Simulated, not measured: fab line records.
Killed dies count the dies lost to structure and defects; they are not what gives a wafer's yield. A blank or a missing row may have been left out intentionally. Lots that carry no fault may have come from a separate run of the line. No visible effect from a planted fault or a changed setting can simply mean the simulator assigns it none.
Matching of chambers / flow sky130 / SKY_FIELD_ISO_ETCH_17 on rie_si-02 has 4 sister chambers
The step etches Si in HBr/Cl2/O2, target depth 342 nm, time 97.7 s. 22 wafers are shown with their chamber, then 11 later ones without.

EACH WAFER AND ITS CHAMBER
wafer=L075.2; chamber=1; drypump_motor_current_A (A)=4.9; throttle_valve_pct (%)=25.666; oes_product_au (a.u.)=0.993
wafer=L075.3; chamber=2; drypump_motor_current_A (A)=4.8; throttle_valve_pct (%)=25.661; oes_product_au (a.u.)=0.998
wafer=L075.5; chamber=3; drypump_motor_current_A (A)=6.4; throttle_valve_pct (%)=25.654; oes_product_au (a.u.)=1.003
wafer=L078.1; chamber=3; drypump_motor_current_A (A)=6.4; throttle_valve_pct (%)=25.653; oes_product_au (a.u.)=0.995
wafer=L078.2; chamber=0; drypump_motor_current_A (A)=6.7; throttle_valve_pct (%)=25.672; oes_product_au (a.u.)=0.991
wafer=L078.3; chamber=1; drypump_motor_current_A (A)=4.9; throttle_valve_pct (%)=25.663; oes_product_au (a.u.)=0.985
wafer=L080.2; chamber=2; drypump_motor_current_A (A)=4.8; throttle_valve_pct (%)=25.659; oes_product_au (a.u.)=1.004
wafer=L080.4; chamber=3; drypump_motor_current_A (A)=6.4; throttle_valve_pct (%)=25.653; oes_product_au (a.u.)=1.001
wafer=L080.6; chamber=3; drypump_motor_current_A (A)=6.4; throttle_valve_pct (%)=25.655; oes_product_au (a.u.)=1.011
wafer=L082.2; chamber=3; drypump_motor_current_A (A)=6.5; throttle_valve_pct (%)=25.652; oes_product_au (a.u.)=1.009
wafer=L082.3; chamber=0; drypump_motor_current_A (A)=6.7; throttle_valve_pct (%)=25.650; oes_product_au (a.u.)=1.012
wafer=L082.4; chamber=1; drypump_motor_current_A (A)=4.9; throttle_valve_pct (%)=25.665; oes_product_au (a.u.)=0.985
wafer=L084.1; chamber=1; drypump_motor_current_A (A)=4.9; throttle_valve_pct (%)=25.657; oes_product_au (a.u.)=1.003
wafer=L084.3; chamber=0; drypump_motor_current_A (A)=6.7; throttle_valve_pct (%)=25.645; oes_product_au (a.u.)=0.997
wafer=L084.4; chamber=3; drypump_motor_current_A (A)=6.4; throttle_valve_pct (%)=25.651; oes_product_au (a.u.)=1.000
wafer=L085.1; chamber=2; drypump_motor_current_A (A)=4.8; throttle_valve_pct (%)=25.662; oes_product_au (a.u.)=0.997
wafer=L085.2; chamber=0; drypump_motor_current_A (A)=6.7; throttle_valve_pct (%)=25.648; oes_product_au (a.u.)=1.007
wafer=L085.4; chamber=3; drypump_motor_current_A (A)=6.4; throttle_valve_pct (%)=25.642; oes_product_au (a.u.)=1.009
wafer=L087.1; chamber=3; drypump_motor_current_A (A)=6.4; throttle_valve_pct (%)=25.658; oes_product_au (a.u.)=1.005
wafer=L087.3; chamber=2; drypump_motor_current_A (A)=4.8; throttle_valve_pct (%)=25.671; oes_product_au (a.u.)=0.987
wafer=L087.6; chamber=1; drypump_motor_current_A (A)=4.9; throttle_valve_pct (%)=25.676; oes_product_au (a.u.)=0.995
wafer=L089.1; chamber=1; drypump_motor_current_A (A)=4.9; throttle_valve_pct (%)=25.663; oes_product_au (a.u.)=0.990

SIGNATURES (means of the wafers above)
reading=drypump_motor_current_A; chamber 0=6.700; chamber 1=4.900; chamber 2=4.800; chamber 3=6.413; scatter within a chamber=0.022
reading=throttle_valve_pct; chamber 0=25.65375; chamber 1=25.66500; chamber 2=25.66325; chamber 3=25.65225; scatter within a chamber=0.00702
reading=oes_product_au; chamber 0=1.00175; chamber 1=0.99183; chamber 2=0.99650; chamber 3=1.00412; scatter within a chamber=0.00691
Rule: for a wafer and a chamber, the distance is found by dividing, reading by reading, the gap between the wafer's reading and the chamber's mean by the reading's scatter, squaring, summing and taking the root. If the next closest chamber is less than 2 further off than the closest, the wafer can't be placed; otherwise it belongs to the closest. The scatter: the root of (the sum of the squares of (reading less its chamber's mean) over the shown wafers, divided by (wafers less chambers)).

WAFERS WHOSE CHAMBER IS MISSING
wafer=L089.5; drypump_motor_current_A (A)=4.9; throttle_valve_pct (%)=25.668; oes_product_au (a.u.)=0.991
wafer=L089.6; drypump_motor_current_A (A)=4.8; throttle_valve_pct (%)=25.688; oes_product_au (a.u.)=0.988
wafer=L093.1; drypump_motor_current_A (A)=4.8; throttle_valve_pct (%)=25.658; oes_product_au (a.u.)=1.006
wafer=L093.2; drypump_motor_current_A (A)=4.9; throttle_valve_pct (%)=25.652; oes_product_au (a.u.)=1.006
wafer=L093.3; drypump_motor_current_A (A)=6.7; throttle_valve_pct (%)=25.652; oes_product_au (a.u.)=1.013
wafer=L095.1; drypump_motor_current_A (A)=6.7; throttle_valve_pct (%)=25.647; oes_product_au (a.u.)=0.998
wafer=L095.2; drypump_motor_current_A (A)=6.4; throttle_valve_pct (%)=25.638; oes_product_au (a.u.)=0.999
wafer=L095.6; drypump_motor_current_A (A)=4.8; throttle_valve_pct (%)=25.655; oes_product_au (a.u.)=0.989
wafer=L097.2; drypump_motor_current_A (A)=6.7; throttle_valve_pct (%)=25.649; oes_product_au (a.u.)=0.990
wafer=L097.5; drypump_motor_current_A (A)=4.9; throttle_valve_pct (%)=25.646; oes_product_au (a.u.)=0.996
wafer=L097.6; drypump_motor_current_A (A)=6.7; throttle_valve_pct (%)=25.653; oes_product_au (a.u.)=1.000

WHICH CHAMBER EACH ONE RAN IN
wafer=L089.5; from the rows above=1; in truth=1
wafer=L089.6; from the rows above=can't be placed: 2 or 1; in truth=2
wafer=L093.1; from the rows above=2; in truth=2
wafer=L093.2; from the rows above=1; in truth=1
wafer=L093.3; from the rows above=0; in truth=0
wafer=L095.1; from the rows above=0; in truth=0
wafer=L095.2; from the rows above=3; in truth=3
wafer=L095.6; from the rows above=2; in truth=2
wafer=L097.2; from the rows above=0; in truth=0
wafer=L097.5; from the rows above=1; in truth=1
wafer=L097.6; from the rows above=0; in truth=0
Placed correctly: 10 of 11. From these rows, 1 cannot be placed; in 1 the true chamber is one of the candidates. Placed wrongly: 0.
